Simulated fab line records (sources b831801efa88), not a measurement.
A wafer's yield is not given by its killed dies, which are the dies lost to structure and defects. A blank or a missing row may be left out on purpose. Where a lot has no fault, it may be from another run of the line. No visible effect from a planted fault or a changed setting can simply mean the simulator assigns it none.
Chamber matching | flow sky130 | SKY_CAPM_CVD_00 on pecvd-03 has 3 sister chambers
The step deposits SiO2, target thk 15.5 nm. 3 wafers are shown with their chamber, then 10 later ones without.

EACH WAFER AND ITS CHAMBER
wafer  | chamber | heater power w (W)
L083.1 | 1       | 744
L085.1 | 2       | 615
L085.2 | 0       | 600

WAFERS MISSING THEIR CHAMBER
wafer  | heater power w (W)
L085.3 | 800
L086.2 | 764
L086.4 | 651
L086.6 | 646
L090.1 | 560
L090.4 | 578
L090.6 | 685
L094.1 | 825
L094.2 | 677
L094.3 | 632

WHICH CHAMBER EACH ONE RAN IN
wafer  | from the rows above          | in truth
L085.3 | 1                            | 1
L086.2 | 1                            | 1
L086.4 | can't be placed: 2 or 0 or 1 | 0
L086.6 | can't be placed: 2 or 0 or 1 | 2
L090.1 | can't be placed: 0 or 2      | 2
L090.4 | can't be placed: 0 or 2      | 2
L090.6 | can't be placed: 1 or 2 or 0 | 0
L094.1 | 1                            | 1
L094.2 | can't be placed: 2 or 1 or 0 | 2
L094.3 | can't be placed: 2 or 0      | 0
Correct placement for 3 of the 10. Can't be placed from these rows: 7 (the true chamber is among the candidates in 7). Placed wrongly: 0.
How it was worked out, from the rows above alone: a wafer's distance from a chamber is the root of the sum, over the readings, of the square of ((its reading less the chamber's mean) divided by the reading's scatter). If the next closest chamber is less than 2 further off than the closest, the wafer can't be placed; otherwise it belongs to the closest. A chamber's mean is the mean of its shown wafers. The scatter: with one shown wafer a chamber, the root of the mean of the squares of how far each hidden wafer lies from its nearest shown one.
